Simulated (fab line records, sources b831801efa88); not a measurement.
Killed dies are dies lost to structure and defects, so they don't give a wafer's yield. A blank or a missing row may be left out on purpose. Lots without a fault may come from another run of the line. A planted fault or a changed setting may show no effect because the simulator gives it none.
One fault seen from 2 desks | flow gf180mcu | each desk has only its own numbers; what lay behind them comes last

THE METROLOGY DESK
What the gauges read, lot by lot, whatever tool the lot ran on: means of the sampled wafers that have a number. A lot is out of limits, marked OUT, if its mean lies more than 4 standard deviations from the usual mean; the brackets give that distance.
Columns: A = SALICIDE_TIN_RS at GF_SALICIDE_RS_MEAS_04, usual 16.2 ohm/sq; B = SALICIDE_TIN_THK at GF_SALICIDE_THK_MEAS_05, usual 20.48 nm; C = CONTACT_CVD_02_THK at GF_CONTACT_THK_MEAS_03, usual 857 nm
lot  | first seen here | A    | B     | C
L119 | day 15 06:08    | 16.5 | 20.13 | 879
L121 | day 16 06:13    | 15.9 | 20.44 | 871
L122 | day 16 11:37    | 16.0 | 20.25 | 870
L123 | day 16 20:35    | 16.3 | 20.43 | 862
L124 | day 17 05:35    | 15.8 | 20.87 | 863
L125 | day 17 16:26    | 16.2 | 20.52 | 867
L128 | day 19 07:04    | 15.0 | 20.60 | 849
L130 | day 19 14:02    | 16.2 | 20.62 | 855
L131 | day 19 20:52    | 15.4 | 20.31 | 860
L133 | day 21 01:52    | 16.8 | 20.21 | 849
L137 | day 22 03:41    | 15.9 | 20.74 | 850
L138 | day 22 07:16    | 16.1 | 20.62 | 843
L140 | day 23 01:37    | 16.1 | 20.30 | 860
L141 | day 23 05:24    | 16.3 | 20.32 | 852
This desk's finding: nothing out of limits on any of the 14 lots.

THE TOOL OWNER'S DESK: pvd_sputter-02
The tool's own readings at GF_SALICIDE_SPUTTER_02 (material Co, target thk 10 nm, time 20 s): means of the sampled wafers that have a number, for each lot that ran on this tool. A lot is out of limits, marked OUT, if its mean lies more than 4 standard deviations from the usual mean; the brackets give that distance.
Columns: A = throttle_valve_pct at GF_SALICIDE_SPUTTER_02, usual 30.3 %
lot  | first seen here | A
L119 | day 15 06:01    | 30.4
L121 | day 16 06:10    | 30.1
L128 | day 19 06:59    | 30.2
L131 | day 19 20:49    | 29.9
L141 | day 23 05:20    | 30.2
This desk's finding: nothing out of limits on any of the 5 lots.

PUT TOGETHER
The metrology desk saw nothing out of limits.
The tool owner's desk saw nothing out of limits.

WHAT THE SIMULATOR HAD PUT IN
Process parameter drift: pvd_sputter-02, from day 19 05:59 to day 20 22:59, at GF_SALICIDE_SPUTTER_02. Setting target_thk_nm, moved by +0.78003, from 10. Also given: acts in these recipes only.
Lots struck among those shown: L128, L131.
